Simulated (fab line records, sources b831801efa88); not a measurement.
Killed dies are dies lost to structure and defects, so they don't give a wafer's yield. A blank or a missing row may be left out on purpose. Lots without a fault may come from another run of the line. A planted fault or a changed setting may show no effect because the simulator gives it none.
One fault seen from 2 desks | flow gf180mcu | each desk has only its own numbers; what lay behind them comes last

THE TOOL OWNER'S DESK: litho_track-02
The tool's own readings at GF_LVPWELL_DEVELOP_06 (develop time 60 s): means of the sampled wafers that have a number, for each lot that ran on this tool. A lot is out of limits, marked OUT, if its mean lies more than 4 standard deviations from the usual mean; the brackets give that distance.
Columns: A = exhaust_pa at GF_LVPWELL_DEVELOP_06, usual 45.3 Pa
lot  | first seen here | A
L238 | day 4 18:00     | 45.2
L239 | day 5 00:00     | 46.1
L240 | day 5 07:00     | 46.4
L242 | day 5 17:00     | 44.6
L244 | day 6 06:00     | 45.5
L245 | day 6 09:00     | 45.3
L246 | day 6 16:00     | 44.5
L251 | day 7 20:00     | 44.5
L252 | day 8 02:00     | 45.0
L256 | day 9 00:00     | 44.1
This desk's finding: nothing out of limits on any of the 10 lots.

THE METROLOGY DESK
What the gauges read, lot by lot, whatever tool the lot ran on: means of the sampled wafers that have a number. A lot is out of limits, marked OUT, if its mean lies more than 4 standard deviations from the usual mean; the brackets give that distance.
Columns: A = LVPWELL_OVL at GF_LVPWELL_OVL_MEAS_07, usual -0.8 nm; B = LVPWELL_TW at GF_LVPWELL_TW_MEAS_11, usual 561; C = VT_IMPLANT_02_OVL at GF_VT_IMPLANT_OVL_MEAS_29, usual 0.1 nm; D = DUAL_GATE_OXIDATION_00_THK at GF_DUAL_GATE_THK_MEAS_03, usual 10.94 nm; E = POLY_GATE_OVL at GF_POLY_GATE_OVL_MEAS_11, usual 0 nm
lot  | first seen here | A    | B                    | C    | D     | E
L234 | day 3 20:05     | -1.9 | 559                  | -0.3 | 10.58 | -8
L235 | day 4 01:44     | -0.1 | 561                  | 0.2  | 11.08 | 3
L236 | day 4 07:29     | -0.9 | 561                  | 0.5  | 10.86 | 3
L238 | day 4 19:07     | 0.6  | 562                  | -0.7 | 10.93 | -9
L239 | day 5 00:40     | -1.4 | 564                  | 1.5  | 10.94 | -1
L240 | day 5 07:34     | -1.8 | 563                  | 1.0  | 10.91 | -0
L242 | day 5 17:28     | -0.2 | 566                  | -0.8 | 11.03 | -3
L244 | day 6 07:01     | -1.5 | 559                  | 2.3  | 10.86 | 4
L245 | day 6 09:37     | -0.2 | 561                  | 1.8  | 10.83 | -5
L246 | day 6 16:19     | -0.2 | 557                  | -0.8 | 11.02 | 2
L251 | day 7 20:26     | -3.9 | 296 (-80) OUT        | -1.5 | 10.87 | 13
L252 | day 8 02:16     | -2.2 | 294 (-81) OUT        | -1.1 | 10.88 | 4
L256 | day 9 01:06     | -    | 30 (-99 or more) OUT | -1.4 | 10.94 | 2
L257 | day 9 04:44     | -0.7 | 561                  | -0.7 | 10.70 | 0
This desk's finding: out of limits on L251, L252, L256; first on L251, day 7 20:53 (LVPWELL_TW at GF_LVPWELL_TW_MEAS_11). In limits: L234, L235, L236, L238, L239, L240, L242, L244, L245, L246, L257.

PUT TOGETHER
The metrology desk could have raised an alarm at day 7 20:53, on L251, L252, L256.
The tool owner's desk saw nothing out of limits.
The tool owner's desk has L251, L252, L256 on record, within its limits.
Of the lots named, all ran GF_LVPWELL_DEVELOP_06 on litho_track-02.

WHAT THE SIMULATOR HAD PUT IN
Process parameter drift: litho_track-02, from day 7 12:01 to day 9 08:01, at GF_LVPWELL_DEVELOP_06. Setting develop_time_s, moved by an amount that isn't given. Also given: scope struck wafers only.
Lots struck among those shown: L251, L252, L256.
Hours from the fault's start to each desk's first reading out of limits: the metrology desk, 9.
